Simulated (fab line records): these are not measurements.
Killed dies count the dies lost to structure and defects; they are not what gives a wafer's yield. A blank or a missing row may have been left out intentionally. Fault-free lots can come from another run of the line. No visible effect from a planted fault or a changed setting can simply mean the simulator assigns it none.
Which tool did it? :: flow gf180mcu :: 42 wafers from 14 lots sampled at 5 of the route's 602 steps

== WHAT EACH GAUGE READ, for each wafer ==
GF_POLY_GATE_CD_MEAS_10: target cd 280 nm. Usual: cd_nm 280.0 nm, standard deviation 1.1.
lot: L637
measured: day 9 07:30
on: cd_sem-02
cd_nm (nm): 280.0 278.4 279.1
flag: 

lot: L638
measured: day 9 12:58
on: cd_sem-01
cd_nm (nm): 278.5 278.1 279.4
flag: 

lot: L639
measured: day 9 21:17
on: cd_sem-02
cd_nm (nm): 277.1 277.8 278.6
flag: 

lot: L641
measured: day 10 12:35
on: cd_sem-02
cd_nm (nm): 280.2 280.3 279.7
flag: 

lot: L642
measured: day 10 14:46
on: cd_sem-02
cd_nm (nm): 281.8 280.4 280.6
flag: 

lot: L646
measured: day 11 22:13
on: cd_sem-01
cd_nm (nm): 227.5 227.3 227.8 227.9 226.7 227.4
flag: OFF

lot: L647
measured: day 12 03:10
on: cd_sem-01
cd_nm (nm): 279.6 278.9 279.4
flag: 

lot: L648
measured: day 12 11:07
on: cd_sem-02
cd_nm (nm): 228.3 228.2 228.7 228.3 228.3 228.4
flag: OFF

lot: L652
measured: day 13 17:02
on: cd_sem-02
cd_nm (nm): 281.5 281.7 281.8
flag: 

lot: L654
measured: day 14 05:05
on: cd_sem-01
cd_nm (nm): 279.0 277.3 278.8
flag: 

lot: L656
measured: day 14 20:23
on: cd_sem-02
cd_nm (nm): 279.0 279.2 279.5
flag: 

lot: L657
measured: day 15 04:23
on: cd_sem-01
cd_nm (nm): 279.6 279.2 280.4
flag: 

lot: L659
measured: day 15 16:35
on: cd_sem-02
cd_nm (nm): 282.0 281.9 282.0
flag: 

lot: L660
measured: day 16 02:14
on: cd_sem-02
cd_nm (nm): 280.1 279.2 279.1
flag: 

GF_CONTACT_CD_MEAS_14: target cd 220 nm. Usual: cd_nm 220.1 nm, standard deviation 1.6.
lot: L637
measured: day 16 05:56
on: cd_sem-02
cd_nm (nm): 218.0 216.7 217.9
flag: 

lot: L638
measured: day 16 13:23
on: cd_sem-01
cd_nm (nm): 221.4 219.3 221.8
flag: 

lot: L639
measured: day 16 23:39
on: cd_sem-02
cd_nm (nm): 221.2 219.8 218.3
flag: 

lot: L641
measured: day 17 17:41
on: cd_sem-02
cd_nm (nm): 218.5 218.4 219.0
flag: 

lot: L642
measured: day 18 02:46
on: cd_sem-02
cd_nm (nm): 220.1 219.5 218.5
flag: 

lot: L647
measured: day 19 22:29
on: cd_sem-01
cd_nm (nm): 222.5 220.6 222.4
flag: 

lot: L652
measured: day 21 16:04
on: cd_sem-02
cd_nm (nm): 218.0 219.6 218.5
flag: 

lot: L654
measured: day 22 09:16
on: cd_sem-02
cd_nm (nm): 220.1 220.7 220.4
flag: 

lot: L656
measured: day 22 22:46
on: cd_sem-01
cd_nm (nm): 220.3 218.6 220.1
flag: 

lot: L657
measured: day 23 09:29
on: cd_sem-01
cd_nm (nm): 219.6 218.3 219.2
flag: 

lot: L659
measured: day 23 19:29
on: cd_sem-01
cd_nm (nm): 220.3 219.9 220.9
flag: 

lot: L660
measured: day 24 06:13
on: cd_sem-02
cd_nm (nm): 220.4 220.1 220.1
flag: 

GF_M2_THK_MEAS_06: measures by xrf. Usual: M2_ALCU_THK typically reads 450 nm, with standard deviation 4.7.
lot: L637
measured: day 18 08:29
on: film_metro-04
M2_ALCU_THK (nm): 449 455 453
flag: 

lot: L638
measured: day 18 17:10
on: film_metro-03
M2_ALCU_THK (nm): 452 445 453
flag: 

lot: L639
measured: day 19 02:56
on: film_metro-04
M2_ALCU_THK (nm): 444 440 443
flag: 

lot: L641
measured: day 19 23:35
on: film_metro-02
M2_ALCU_THK (nm): 458 456 453
flag: 

lot: L642
measured: day 20 08:41
on: film_metro-03
M2_ALCU_THK (nm): 454 459 447
flag: 

lot: L647
measured: day 22 03:22
on: film_metro-03
M2_ALCU_THK (nm): 447 445 442
flag: 

lot: L652
measured: day 23 18:38
on: film_metro-03
M2_ALCU_THK (nm): 446 452 451
flag: 

lot: L654
measured: day 24 11:54
on: film_metro-04
M2_ALCU_THK (nm): 451 449 447
flag: 

lot: L656
measured: day 25 00:53
on: film_metro-02
M2_ALCU_THK (nm): 454 460 454
flag: 

lot: L657
measured: day 25 10:01
on: film_metro-02
M2_ALCU_THK (nm): 454 451 451
flag: 

lot: L659
measured: day 25 20:46
on: film_metro-02
M2_ALCU_THK (nm): 450 454 449
flag: 

lot: L660
measured: day 26 06:50
on: film_metro-02
M2_ALCU_THK (nm): 456 452 450
flag: 

== EACH LOT AND THE TOOL THAT RAN IT (in order: tool; ch and the chambers of the sampled wafers; start) ==
lot: L637
GF_POLY_GATE_SOFTBAKE_06: litho_track-01 ch 0, day 8 23:00
GF_M2_SPUTTER_02: pvd_sputter-04, day 18 08:16

lot: L638
GF_POLY_GATE_SOFTBAKE_06: litho_track-04 ch 0, day 9 04:00
GF_M2_SPUTTER_02: pvd_sputter-04, day 18 16:55

lot: L639
GF_POLY_GATE_SOFTBAKE_06: litho_track-04 ch 0, day 9 12:00
GF_M2_SPUTTER_02: pvd_sputter-02, day 19 02:43

lot: L641
GF_POLY_GATE_SOFTBAKE_06: litho_track-03 ch 0, day 10 03:00
GF_M2_SPUTTER_02: pvd_sputter-04, day 19 23:21

lot: L642
GF_POLY_GATE_SOFTBAKE_06: litho_track-01 ch 0, day 10 05:00
GF_M2_SPUTTER_02: pvd_sputter-04, day 20 08:28

lot: L646
GF_POLY_GATE_SOFTBAKE_06: litho_track-01 ch 0, day 11 12:00
GF_M2_SPUTTER_02: -

lot: L647
GF_POLY_GATE_SOFTBAKE_06: litho_track-04 ch 0, day 11 16:00
GF_M2_SPUTTER_02: pvd_sputter-03, day 22 03:08

lot: L648
GF_POLY_GATE_SOFTBAKE_06: litho_track-01 ch 0, day 12 01:00
GF_M2_SPUTTER_02: -

lot: L652
GF_POLY_GATE_SOFTBAKE_06: litho_track-04 ch 0, day 13 06:00
GF_M2_SPUTTER_02: pvd_sputter-03, day 23 18:25

lot: L654
GF_POLY_GATE_SOFTBAKE_06: litho_track-04 ch 0, day 13 18:00
GF_M2_SPUTTER_02: pvd_sputter-03, day 24 11:41

lot: L656
GF_POLY_GATE_SOFTBAKE_06: litho_track-03 ch 0, day 14 09:00
GF_M2_SPUTTER_02: pvd_sputter-03, day 25 00:40

lot: L657
GF_POLY_GATE_SOFTBAKE_06: litho_track-03 ch 0, day 14 17:00
GF_M2_SPUTTER_02: pvd_sputter-03, day 25 09:48

lot: L659
GF_POLY_GATE_SOFTBAKE_06: litho_track-01 ch 0, day 15 06:00
GF_M2_SPUTTER_02: pvd_sputter-02, day 25 20:33

lot: L660
GF_POLY_GATE_SOFTBAKE_06: litho_track-04 ch 0, day 15 15:00
GF_M2_SPUTTER_02: pvd_sputter-03, day 26 06:37
- GF_POLY_GATE_SOFTBAKE_06: time 60 s.
- GF_M2_SPUTTER_02: material AlCu, target thk 450 nm, time 23.9 s.

== WHAT THE TOOLS THEMSELVES READ (means of the sampled wafers that have a number; where no wafer has one, the mark that the record gives instead) ==
GF_POLY_GATE_SOFTBAKE_06. Usual: heater_power_total_W 93.05 W, standard deviation 0.057; plate_temp_C 129.98 C, standard deviation 0.14.
lot: L637
tool: litho_track-01
heater_power_total_W (W): 92.99
plate_temp_C (C): 130.13
flag: 

lot: L638
tool: litho_track-04
heater_power_total_W (W): 93.00
plate_temp_C (C): 129.97
flag: 

lot: L639
tool: litho_track-04
heater_power_total_W (W): 93.06
plate_temp_C (C): 130.12
flag: 

lot: L641
tool: litho_track-03
heater_power_total_W (W): 92.97
plate_temp_C (C): 129.97
flag: 

lot: L642
tool: litho_track-01
heater_power_total_W (W): 93.05
plate_temp_C (C): 129.88
flag: 

lot: L646
tool: litho_track-01
heater_power_total_W (W): 106.23
plate_temp_C (C): 143.97
flag: OFF

lot: L647
tool: litho_track-04
heater_power_total_W (W): 93.04
plate_temp_C (C): 130.18
flag: 

lot: L648
tool: litho_track-01
heater_power_total_W (W): 106.20
plate_temp_C (C): 143.91
flag: OFF

lot: L652
tool: litho_track-04
heater_power_total_W (W): 93.09
plate_temp_C (C): 129.83
flag: 

lot: L654
tool: litho_track-04
heater_power_total_W (W): 92.99
plate_temp_C (C): 129.96
flag: 

lot: L656
tool: litho_track-03
heater_power_total_W (W): 93.07
plate_temp_C (C): 130.03
flag: 

lot: L657
tool: litho_track-03
heater_power_total_W (W): 93.08
plate_temp_C (C): 129.99
flag: 

lot: L659
tool: litho_track-01
heater_power_total_W (W): 93.06
plate_temp_C (C): 129.98
flag: 

lot: L660
tool: litho_track-04
heater_power_total_W (W): 93.07
plate_temp_C (C): 129.77
flag: 

GF_M2_SPUTTER_02. Usual: throttle_valve_pct 30.6 %, standard deviation 1.3.
lot: L637
tool: pvd_sputter-04
throttle_valve_pct (%): 30.3
flag: 

lot: L638
tool: pvd_sputter-04
throttle_valve_pct (%): 30.7
flag: 

lot: L639
tool: pvd_sputter-02
throttle_valve_pct (%): 31.0
flag: 

lot: L641
tool: pvd_sputter-04
throttle_valve_pct (%): 30.8
flag: 

lot: L642
tool: pvd_sputter-04
throttle_valve_pct (%): 30.2
flag: 

lot: L647
tool: pvd_sputter-03
throttle_valve_pct (%): 30.1
flag: 

lot: L652
tool: pvd_sputter-03
throttle_valve_pct (%): 30.5
flag: 

lot: L654
tool: pvd_sputter-03
throttle_valve_pct (%): 30.6
flag: 

lot: L656
tool: pvd_sputter-03
throttle_valve_pct (%): 31.1
flag: 

lot: L657
tool: pvd_sputter-03
throttle_valve_pct (%): 30.3
flag: 

lot: L659
tool: pvd_sputter-02
throttle_valve_pct (%): 30.6
flag: 

lot: L660
tool: pvd_sputter-03
throttle_valve_pct (%): 30.3
flag: 

== THE ANSWER, worked out from the rows above alone ==
Rule: lot off if the mean of its wafers having a number is beyond 3 standard deviations from the usual mean. A lot without any number at a reading at which 4 lots or more have one is off too. Any other lot the step has rows for is counted as sound. After the gauges, taken in route order, come the tools' own readings; for these a lot's mean is taken, as printed above. The first step at which some lot is off is used, and at that step the reading that is off furthest; a lot without a number counts as furthest.
Off: L646, L648 (GF_POLY_GATE_CD_MEAS_10, cd_nm).
A tool fits if, at a process step before that reading, it ran every lot that is off, and no sound lot after the first of them. Not tried: the gauges at GF_POLY_GATE_CD_MEAS_10; whatever is off there is also off at GF_POLY_GATE_SOFTBAKE_06, on other tools, and gauge error can't account for it. None of those tried fits.

== WHAT HAD BEEN PUT IN BY THE SIMULATOR ==
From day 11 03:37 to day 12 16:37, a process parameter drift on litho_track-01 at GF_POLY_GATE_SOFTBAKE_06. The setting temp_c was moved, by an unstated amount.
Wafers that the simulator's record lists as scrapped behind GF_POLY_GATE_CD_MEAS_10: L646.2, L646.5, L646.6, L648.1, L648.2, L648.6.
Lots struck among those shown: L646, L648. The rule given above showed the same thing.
